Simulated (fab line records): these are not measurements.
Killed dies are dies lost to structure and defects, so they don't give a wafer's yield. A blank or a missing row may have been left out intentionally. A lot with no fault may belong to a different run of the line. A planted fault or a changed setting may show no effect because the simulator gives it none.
fab line records | flow sfq-line
record lots=14 wafers=42 last-day=83
route steps=325 shown M6@264 M7@294 I7@296
lots untouched by any fault: they come from a run of this same line in which no faults occurred
start-h: hours from the record's opening day to when the first of the lot's shown wafers began | wait-h: hours since the lot's step before | " same as the row above | L1.1+2: a single row standing in for several wafers | - no value present, or no start provided | * or withheld: withheld | < > ~ a bound
route shown NAME@n: NAME is a module with steps in the file, n the number in the route of the first one | usual: mean/standard deviation taken from wafers without a fault | same: alike in all rows | chamber/n: place in a boat | sites: readings site by site | _std_site: how widely they spread, as a standard deviation | _edge_site: mean of outer sites minus mean of inner sites | radius-mm: how far each site lies from the wafer's centre | mask NAME#n: copy n | behind: the last tool/chamber to shape the wafer | hold: the reason the lot was held/the length of the hold in hours/how it ended | device: names the non-switching transistor (n, p or np) | end of line: tests of these same wafers at the route's end | a step with no rows: only its recipe | killed: at the first sort, the dies lost to defects and structure; wafer yield is something else | map: shows each die of a wafer: x if killed, . if not, _ if none is there
set.NAME: setting as actually run; set.NAME@STEP: the setting as run at that earlier step | model.NAME: the simulator's own value behind a step, which no gauge read
the route's steps for a sample of lots (tables are steps, rows are wafers)
services: when a tool's chamber went out of use (start-h, in hours from the record's first day, below 0 if earlier), for how many hours, and the reason
## steps
# step SFQ_TRILAYER_M6_STRIP_STRIP_163
# recipe gas=O2 power-w=200 platen-temp-c=40 overash-fraction=0.65 chemistry=O2 pressure-mtorr=50
# usual drypump-motor-current-A=5.8/0.48 oes-product-au=0.995/0.0089
# columns lot.wafer tool chamber start-h wait-h drypump-motor-current-A oes-product-au rf-hours-counter-h
L831.2 rie-metal-01 0 1497.59 0.1 5.3 0.993 88
L831.5 " 1 " " 5.7 1.003 -
L831.6 " 0 " " 5.3 0.990 -
L832.2 rie-metal-01 1 1504.79 0.1 5.7 0.993 64
L832.5 " 1 " " 5.7 0.985 -
L832.6 " 0 " " 5.3 0.988 -
L833.1 rie-metal-04 1 1507.19 0.1 5.3 1.015 46
L833.4 " 0 " " 6.2 1.009 -
L833.5 " 1 " " 5.3 1.008 -
L835.1 rie-metal-02 0 1514.58 0.2 6.6 0.999 128
L835.4 " 0 " " 6.6 0.989 -
L835.6 " 0 " " 6.6 0.998 -
L836.1 rie-metal-01 0 1525.94 0.1 5.3 1.001 92
L836.3 " 1 " " 5.7 0.993 -
L836.5 " 0 " " 5.4 1.000 -
L837.1 rie-metal-01 1 1714.49 0.1 5.7 0.992 94
L837.3 " 0 " " 5.3 0.997 -
L837.6 " 1 " " 5.6 1.000 -
L838.1 rie-metal-02 0 1716.89 0.1 6.6 1.000 27
L838.5 " 0 " " 6.6 0.991 -
L838.6 " 1 " " 5.9 0.981 -
L839.1 rie-metal-04 0 1719.29 0.1 6.2 0.992 64
L839.4 " 0 " " 6.2 1.006 -
L839.6 " 1 " " 5.3 1.007 -
L848.2 rie-metal-02 1 1776.76 0.1 5.9 0.997 88
L848.3 " 1 " " 5.9 0.979 -
L848.5 " 0 " " 6.6 0.995 -
L849.4 rie-metal-02 0 1785.46 0.2 6.6 0.991 -
L849.5 " 0 " " 6.6 0.990 -
L849.6 " 1 " " 5.9 0.974 -
L850.1 rie-metal-01 0 1787.66 0.1 5.3 0.999 133
L850.3 " 1 " " 5.7 0.995 -
L850.6 " 1 " " 5.7 0.993 -
L851.2 rie-metal-01 1 1792.46 0.1 5.7 1.002 108
L851.3 " 1 " " 5.7 1.006 -
L851.5 " 1 " " 5.7 0.998 -
L853.1 rie-metal-02 0 1796.81 0.1 6.6 0.991 39
L853.2 " 1 " " 6.0 0.984 90
L853.6 " 0 " " 6.6 0.988 -
L854.4 rie-metal-04 1 1798.21 0.2 5.3 1.000 -
L854.5 " 0 " " 6.2 0.988 -
L854.6 " 1 " " 5.3 1.003 -
# step SFQ_TRILAYER_M7_STRIP_STRIP_181
# recipe gas=O2 power-w=200 platen-temp-c=40 overash-fraction=0.65 chemistry=O2 pressure-mtorr=50
# usual drypump-motor-current-A=5.9/0.53 oes-product-au=0.998/0.0097
# columns lot.wafer tool chamber start-h wait-h drypump-motor-current-A oes-product-au rf-hours-counter-h
L831.2 rie-metal-04 1 1634.77 0.1 5.3 1.012 65
L831.5 " 1 " " 5.3 1.015 -
L831.6 " 0 " " 6.2 0.995 -
L832.2 rie-metal-03 0 1645.57 0.1 6.0 1.003 78
L832.5 " 1 " " 5.0 1.004 -
L832.6 " 0 " " 6.0 1.009 -
L833.1 rie-metal-04 0 1649.19 0.1 6.2 0.990 52
L833.4 " 1 " " 5.3 1.013 -
L833.5 " 1 " " 5.3 1.013 -
L835.1 rie-metal-03 1 1661.17 0.1 5.0 1.002 17
L835.4 " 1 " " 5.0 1.001 -
L835.6 " 1 " " 5.0 0.996 -
L836.1 rie-metal-02 0 1676.77 0.1 6.6 0.982 18
L836.3 " 0 " " 6.6 0.999 -
L836.5 " 1 " " 6.0 0.994 -
L837.1 rie-metal-03 0 1727.06 0.1 5.9 0.992 89
L837.3 " 1 " " 5.0 1.000 -
L837.6 " 0 " " 5.9 1.004 -
L838.1 rie-metal-03 1 1729.46 0.1 5.0 1.009 26
L838.5 " 0 " " 6.0 1.014 -
L838.6 " 1 " " 5.0 1.012 -
L839.1 rie-metal-02 0 1731.77 0.1 6.6 0.988 29
L839.4 " 1 " " 6.0 0.984 -
L839.6 " 0 " " 6.6 0.998 -
L848.2 rie-metal-02 1 1863.20 0.1 5.9 0.990 99
L848.3 " 0 " " 6.6 0.979 -
L848.5 " 0 " " 6.6 0.985 -
L849.4 rie-metal-04 0 1888.61 0.2 6.2 1.003 -
L849.5 " 1 " " 5.3 1.004 -
L849.6 " 0 " " 6.2 0.993 -
L850.1 rie-metal-03 0 1891.29 0.1 6.0 1.006 113
L850.3 " 0 " " 5.9 0.990 -
L850.6 " 0 " " 5.9 0.997 -
L851.2 rie-metal-02 0 1894.29 0.1 6.6 0.995 52
L851.3 " 0 " " 6.7 0.993 -
L851.5 " 1 " " 6.0 1.001 -
L853.1 rie-metal-02 0 1899.69 0.1 6.6 0.972 53
L853.2 " 1 " " 6.0 0.995 104
L853.6 " 1 " " 6.0 1.000 -
L854.4 rie-metal-04 0 1902.29 0.2 6.2 0.997 -
L854.5 " 0 " " 6.2 1.004 -
L854.6 " 1 " " 5.3 1.015 -
# step SFQ_TRILAYER_I7_DEP_PECVD_183
# recipe material=SiO2 temp-c=150 time-s=111.11 pressure-torr=2.4 rf-w=183.3 precursor=SiH4/N2O target-thk-nm=500
# usual heater-power-w=81/14 rf-fwd-power-W=182.1/0.69 throttle-valve-pct=24.8/1.5
# columns lot.wafer tool chamber start-h wait-h heater-power-w rf-fwd-power-W throttle-valve-pct
L831.2 pecvd-01 2 1635.54 0.0 56 182.8 26.6
L831.5 " 1 " " 70 181.9 24.4
L831.6 " 0 " " 107 181.9 25.8
L832.2 pecvd-01 1 1646.34 0.0 80 181.8 24.5
L832.5 " 1 " " 83 182.1 24.5
L832.6 " 2 " " 60 182.7 26.4
L833.1 pecvd-04 1 1649.97 0.0 87 182.0 22.5
L833.4 " 1 " " 86 182.5 22.4
L833.5 " 0 " " 75 181.8 23.9
L835.1 pecvd-03 2 1661.94 0.0 76 181.3 26.4
L835.4 " 2 " " 80 180.9 26.9
L835.6 " 1 " " 76 182.0 23.2
L836.1 pecvd-03 1 1677.56 0.0 74 183.2 23.0
L836.3 " 2 " " 83 181.2 26.8
L836.5 " 1 " " 78 183.4 23.0
L837.1 pecvd-01 0 1727.83 0.0 112 183.2 25.8
L837.3 " 2 " " 49 182.8 26.6
L837.6 " 0 " " 114 182.6 25.8
L838.1 pecvd-03 2 1730.23 0.0 80 181.4 27.0
L838.5 " 0 " " 101 181.9 25.5
L838.6 " 1 " " 77 183.1 23.0
L839.1 pecvd-04 1 1732.55 0.0 81 182.3 22.8
L839.4 " 1 " " 85 183.3 22.4
L839.6 " 0 " " 76 180.9 24.1
L848.2 pecvd-04 2 1863.98 0.0 84 182.4 24.2
L848.3 " 0 " " 71 181.6 24.5
L848.5 " 1 " " 85 182.4 22.6
L849.4 pecvd-01 0 1889.23 0.0 112 182.1 26.0
L849.5 " 1 " " 88 181.8 24.6
L849.6 " 2 " " 54 182.7 26.6
L850.1 pecvd-03 0 1892.08 0.0 89 181.0 25.8
L850.3 " 1 " " 79 182.7 23.5
L850.6 " 2 " " 80 181.7 27.9
L851.2 pecvd-04 1 1895.06 0.0 77 182.4 22.7
L851.3 " 2 " " 73 182.2 24.3
L851.5 " 1 " " 83 182.9 23.1
L853.1 pecvd-03 0 1900.46 0.0 93 181.3 25.7
L853.2 " 2 " " 75 180.6 27.6
L853.6 " 1 " " 64 184.2 23.0
L854.4 pecvd-04 2 1902.90 0.0 84 181.5 24.6
L854.5 " 0 " " 77 181.6 24.6
L854.6 " 1 " " 82 182.3 23.3
# step SFQ_TRILAYER_I7_CMP_CMP_184
# recipe material=SiO2 down-force-psi=3 platen-rpm=60 pad-velocity-m-s=0.94248
# usual edge-zone-pressure-frac=1.000/0.0052 motor-current-A=10.6/0.57 retaining-ring-pressure-frac=1.000/0.0049 time-to-endpoint-s=213/5.9
# columns lot.wafer tool chamber start-h wait-h edge-zone-pressure-frac motor-current-A retaining-ring-pressure-frac time-to-endpoint-s
L831.2 cmp-02 0 1641.40 5.8 0.999 10.3 1.011 199
L831.6 " 3 1642.90 7.3 1.001 10.8 0.999 217
L831.5 " 0 " " 1.003 9.9 1.000 215
L832.2 cmp-02 3 1659.90 13.5 0.996 11.1 1.002 204
L832.5 " 1 1660.90 14.5 0.999 9.8 0.996 212
L832.6 " 2 " " 0.995 11.2 1.004 217
L833.1 cmp-02 0 1664.90 14.9 1.007 9.9 1.001 214
L833.4 " 2 1665.90 15.9 0.997 11.6 1.003 225
L833.5 " 0 1666.90 16.9 1.003 9.7 1.004 231
L835.1 cmp-02 1 1676.65 14.7 0.996 10.4 0.998 215
L835.4 " 2 " " 1.010 11.9 1.002 213
L835.6 " 0 1678.15 16.1 1.000 9.9 0.997 217
L836.1 cmp-01 3 1683.95 6.4 1.001 10.8 0.997 206
L836.3 " 0 " " 0.995 10.7 0.991 216
L836.5 " 2 1685.45 7.8 1.004 10.9 0.998 220
L837.3 cmp-02 1 1727.91 0.0 1.001 10.0 0.994 208
L837.1 " 2 " " 1.000 11.1 0.993 210
L837.6 " 2 1730.41 2.5 0.999 11.1 0.991 212
L838.1 cmp-01 3 1731.55 1.3 0.992 10.7 1.000 209
L838.6 " 3 1733.55 3.2 1.000 10.5 1.004 199
L838.5 " 0 " " 0.994 11.5 1.000 219
L839.4 cmp-01 0 1735.05 2.4 1.004 10.5 0.991 200
L839.1 " 2 1736.05 3.5 1.008 10.2 1.003 216
L839.6 " 0 1737.05 4.4 1.004 10.7 0.990 199
L848.2 cmp-01 1 1864.56 0.5 0.992 10.9 1.002 201
L848.3 " 3 1865.56 1.5 0.990 10.9 0.997 218
L848.5 " 1 1866.56 2.5 1.004 10.4 1.003 214
L849.4 cmp-01 2 1889.77 0.5 1.005 10.7 0.997 213
L849.5 " 1 1891.27 2.0 1.002 10.7 0.999 208
L849.6 " 2 " " 1.004 10.6 0.996 214
L850.3 cmp-02 1 1893.16 1.0 1.006 9.7 0.999 216
L850.1 " 2 " " 0.999 11.3 1.003 212
L850.6 " 3 " " 0.998 11.2 0.998 215
L851.2 cmp-01 0 1896.14 1.0 1.006 10.6 1.006 221
L851.3 " 1 " " 1.005 10.8 1.010 223
L851.5 " 2 " " 0.991 10.3 0.998 227
L853.2 cmp-02 1 1901.04 0.5 1.005 10.3 1.002 221
L853.1 " 3 1902.04 1.5 0.992 10.8 1.000 215
L853.6 " 0 " " 1.001 10.4 0.994 218
L854.4 cmp-01 3 1904.28 1.3 1.006 11.5 1.002 207
L854.6 " 1 1905.28 2.3 0.991 10.5 0.998 215
L854.5 " 2 " " 1.009 10.3 0.995 218
# step SFQ_TRILAYER_I7_METRO_MEASURE_185
# usual thk-nm=199.9/0.87
# columns lot.wafer tool chamber start-h wait-h thk-nm
L831.2 film-metro-01 - 1644.22 0.3 199.6
L831.5 " - " " 200.4
L831.6 " - " " 199.1
L832.2 film-metro-02 - 1662.22 0.3 199.9
L832.5 " - " " 201.0
L832.6 " - " " 198.8
L833.1 film-metro-02 - 1668.02 0.1 200.1
L833.4 " - " " 200.0
L833.5 " - " " 200.3
L835.1 film-metro-03 - 1678.77 0.1 199.1
L835.4 " - " " 199.4
L835.6 " - " " 201.0
L836.1 film-metro-02 - 1686.57 0.1 200.6
L836.3 " - " " 199.8
L836.5 " - " " 200.9
L837.1 film-metro-03 - 1731.03 0.1 200.4
L837.3 " - " " 201.4
L837.6 " - " " 200.7
L838.1 film-metro-02 - 1734.67 0.1 200.0
L838.5 " - " " 200.4
L838.6 " - " " 220.6
L839.1 film-metro-02 - 1737.67 0.1 199.6
L839.4 " - " " 221.2
L839.6 " - " " 221.4
L848.2 film-metro-01 - 1867.38 0.3 200.0
L848.3 " - " " 199.6
L848.5 " - " " 200.6
L849.4 film-metro-03 - 1892.99 0.6 199.6
L849.5 " - " " 200.2
L849.6 " - " " 199.8
L850.1 film-metro-01 - 1895.28 0.1 199.0
L850.3 " - " " 199.4
L850.6 " - " " 199.3
L851.2 film-metro-03 - 1898.46 0.3 199.3
L851.3 " - " " 198.4
L851.5 " - " " 199.5
L853.1 film-metro-03 - 1903.66 0.1 200.0
L853.2 " - " " 201.4
L853.6 " - " " 199.5
L854.4 film-metro-02 - 1907.00 0.6 199.0
L854.5 " - " " 200.8
L854.6 " - " " 200.5
# step SFQ_TRILAYER_I7_VIA_ETCH_VIA_ETCH_190
# recipe target=SiO2 stop-on=Nb mask-material=PR taper-deg=20 chemistry=CHF3 target-depth-nm=260 source-w=500 bias-w=80 pressure-mtorr=30 time-s=withheld
# usual drypump-motor-current-A=5.6/0.45 oes-product-au=0.854/0.0049 rf-fwd-power-W=497.9/1.5
# columns lot.wafer tool chamber start-h wait-h drypump-motor-current-A oes-product-au rf-fwd-power-W
L831.2 rie-diel-04 3 1670.62 0.0 5.6 0.858 497.1
L831.5 " 0 " " 6.1 0.857 495.7
L831.6 " 1 " " 4.8 0.847 498.9
L832.2 rie-diel-03 0 1683.82 0.0 6.3 0.855 496.3
L832.5 " 0 " " 6.3 0.867 496.0
L832.6 " 3 " " 5.7 0.849 498.5
L833.1 rie-diel-02 2 1688.42 0.0 5.6 0.853 495.5
L833.4 " 3 " " 5.3 0.858 498.3
L833.5 " 1 " " 5.1 0.855 498.3
L835.1 rie-diel-04 1 1699.22 0.0 4.8 0.858 499.5
L835.4 " 3 " " 5.6 0.861 497.2
L835.6 " 1 " " 4.8 0.855 496.6
L836.1 rie-diel-03 2 1704.02 0.0 5.4 0.862 498.6
L836.3 " 0 " " 6.3 0.852 495.9
L836.5 " 2 " " 5.5 0.861 497.7
L837.1 rie-diel-03 3 1734.56 0.0 5.8 0.853 498.7
L837.3 " 2 " " 5.4 0.856 496.7
L837.6 " 1 " " 5.5 0.850 497.3
L838.1 rie-diel-02 0 1738.21 0.0 6.4 0.861 499.6
L838.5 " 2 " " 5.6 0.853 497.8
L838.6 " 1 " " 5.1 0.895 497.5
L839.1 rie-diel-02 0 1744.21 0.0 6.4 0.854 501.2
L839.4 " 1 " " 5.1 0.902 499.6
L839.6 " 2 " " 5.6 0.906 497.1
L848.2 rie-diel-04 2 1870.83 0.0 5.5 0.851 501.0
L848.3 " 3 " " 5.6 0.849 498.1
L848.5 " 0 " " 6.1 0.856 497.1
L849.4 rie-diel-02 1 1897.14 0.0 5.0 0.859 500.8
L849.5 " 1 " " 5.1 0.854 499.8
L849.6 " 2 " " 5.6 0.854 495.9
L850.1 rie-diel-03 2 1900.74 0.0 5.5 0.853 496.0
L850.3 " 1 " " 5.5 0.853 496.6
L850.6 " 1 " " 5.5 0.847 495.4
L851.2 rie-diel-03 1 1906.74 0.0 5.6 0.858 497.5
L851.3 " 2 " " 5.4 0.851 497.9
L851.5 " 0 " " 6.4 0.854 497.0
L853.1 rie-diel-04 1 1912.74 0.0 4.9 0.858 497.4
L853.2 " 0 " " 6.1 0.852 496.1
L853.6 " 2 " " 5.5 0.856 496.9
L854.4 rie-diel-02 1 1915.14 0.0 5.1 0.848 497.1
L854.5 " 3 " " 5.3 0.860 496.1
L854.6 " 2 " " 5.6 0.854 496.3
## services
# columns tool chamber start-h hours kind
rie-metal-02 1 1505.48 28.5 repair
film-metro-02 - 1505.67 0.5 pm
cmp-02 - 1515.25 16.5 pm
film-metro-02 - 1533.98 1.5 pm
cmp-01 - 1534.45 7.5 pm
rie-metal-04 0 1544.99 12.3 repair
rie-metal-02 - 1581.38 0.1 repair
cmp-01 - 1595.30 4.0 pm
rie-metal-04 - 1610.41 2.8 pm
cmp-02 - 1626.64 8.3 pm
cmp-01 - 1640.27 6.0 pm
cmp-01 - 1646.25 16.2 pm
cmp-02 - 1667.90 4.7 pm
rie-metal-02 1 1685.65 4.7 repair
cmp-02 - 1685.85 2.0 repair
cmp-02 - 1732.14 1.4 repair
rie-metal-04 - 1761.46 1.6 repair
cmp-02 - 1776.41 4.0 pm
cmp-01 - 1798.24 5.5 repair
cmp-01 - 1799.75 1.4 repair
rie-metal-04 1 1828.89 28.8 repair
cmp-01 - 1829.00 1.2 repair
cmp-02 - 1866.58 3.8 repair
cmp-01 - 1906.28 4.9 pm
## key
first-sign step=SFQ_TRILAYER_I7_CMP_CMP_184 reading=time-to-endpoint-s direction=down sigmas=2.3 usual=* struck=*
effect step=SFQ_TRILAYER_I7_METRO_MEASURE_185 reading=thk-nm direction=up sigmas=24 usual=199.9 struck=221.1
effect step=SFQ_TRILAYER_I7_VIA_ETCH_VIA_ETCH_190 reading=oes-product-au direction=up sigmas=9.5 usual=0.854 struck=0.901
met-at SFQ_TRILAYER_I7_CMP_CMP_184
struck-lots L838,L839
struck-wafers L838.6,L839.4,L839.6
not-acting-at SFQ_TRILAYER_M6_STRIP_STRIP_163,SFQ_TRILAYER_M7_STRIP_STRIP_181,SFQ_TRILAYER_I7_DEP_PECVD_183
fault kind=process-parameter-drift tool=cmp-01 chamber=- onset-h=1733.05 steps=SFQ_TRILAYER_I7_CMP_CMP_184 channel=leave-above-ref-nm offset=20 shape=step end-h=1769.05 scope=struck-wafers-only acts-in=these-recipes-only stated=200
